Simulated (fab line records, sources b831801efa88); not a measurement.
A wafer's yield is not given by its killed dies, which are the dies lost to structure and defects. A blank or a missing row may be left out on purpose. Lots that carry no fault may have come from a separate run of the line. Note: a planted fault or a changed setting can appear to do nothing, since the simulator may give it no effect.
8D (eight disciplines) problem report, filled in by code -- flow sky130 -- the parts of the form that need people (team, actions taken, sign-off) are left out

== 1. WHAT WENT WRONG ==
oes product au at SKY_LOCAL_INTERCONNECT_METAL_ETCH_14 reads a mean of 0.844 a.u. on 2 wafers of 2 lots; wafers without a fault read 0.944 a.u. with a standard deviation of 0.0073. Measured from the usual mean, that is -14 standard deviations.
The step: etches TiN in Cl2/BCl3, stops on PSG, target depth 110 nm, time 31.4 s.
The first sign was on wafer L144.4 at day 36 07:18, on rie metal-03. The record has a number at this step for 41 wafers belonging to 14 lots. Rule for "out", or "out of limits": more than 4 standard deviations from the usual mean. The other wafers with a number count as sound.

== 2. WHAT THIS IS AND IS NOT ==
question,is,is not
which readings at this step,"oes product au, throttle valve pct","chamber pressure mTorr, drypump motor current A, rf fwd power W"
which lots,"L144, L146","L126, L127, L128, L129, L130, L131, L132, L133, L134, L135, L136, L148"
which wafers of those lots,"L144.4, L146.1","L144.6, L146.2, L146.3"
read on which tools,rie metal-03,"rie metal-01, rie metal-02"
when,from day 36 07:18,"up to then (34 sound wafers); but 5 sound wafers of L146, L148 came after"

== 3. THE SUSPECTS, EACH WITH WHAT RULES IT OUT ==
Counting: a tool at a process step up to the reading stays a suspect if it ran every lot that is out. Sound lots after the first of them don't rule it out here, since some wafers of a struck lot are sound.
- rie metal-03 at SKY_LOCAL_INTERCONNECT_METAL_ETCH_14 (etches TiN in Cl2/BCl3, stops on PSG, target depth 110 nm, time 31.4 s): kept. Every lot that is out went through it, the first being L144 (day 36 07:18); the last sound lot it ran before that was L135 (day 33 13:03). Its own oes product au, throttle valve pct readings are out on those wafers.
After counting, what remains is rie metal-03 at SKY_LOCAL_INTERCONNECT_METAL_ETCH_14.

== 4. THE CAUSE (what the simulator had put in) ==
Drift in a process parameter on rie metal-03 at SKY_LOCAL_INTERCONNECT_METAL_ETCH_14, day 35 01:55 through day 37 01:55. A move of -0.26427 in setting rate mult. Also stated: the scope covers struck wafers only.
After counting, this tool was the only one left.

== 5. THE CHAIN OF EFFECTS, in route order ==
Each row: a reading whose mean over the struck wafers that have a number lies more than 3 standard deviations from the usual. Readings are gone through only where the record gives a usual standard deviation; hours: the median, over the lots, of the time from a lot's start at the first step in this table giving one to that lot's start at this step; sigmas: the change measured in usual standard deviations.
hours,step,reading,usual,on struck wafers,change,sigmas
0,SKY_LOCAL_INTERCONNECT_METAL_ETCH_14,oes product au,0.944 a.u.,0.844,-0.100,-14
0,SKY_LOCAL_INTERCONNECT_METAL_ETCH_14,throttle valve pct,21.900 %,21.983,+0.083,+8.9
0,SKY_LOCAL_INTERCONNECT_STRIP_15,strip time to endpoint s,4.724 s,4.833,+0.109,+4.7
It contains these process steps:
- SKY_LOCAL_INTERCONNECT_METAL_ETCH_14: etches TiN in Cl2/BCl3, stops on PSG, target depth 110 nm, time 31.4 s.
- SKY_LOCAL_INTERCONNECT_STRIP_15: strips in O2/N2.

== 6. HOW IT WOULD HAVE BEEN CAUGHT EARLIER ==
In this record the first reading out of limits was taken at day 36 07:18, 29 hours after the fault began at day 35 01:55.
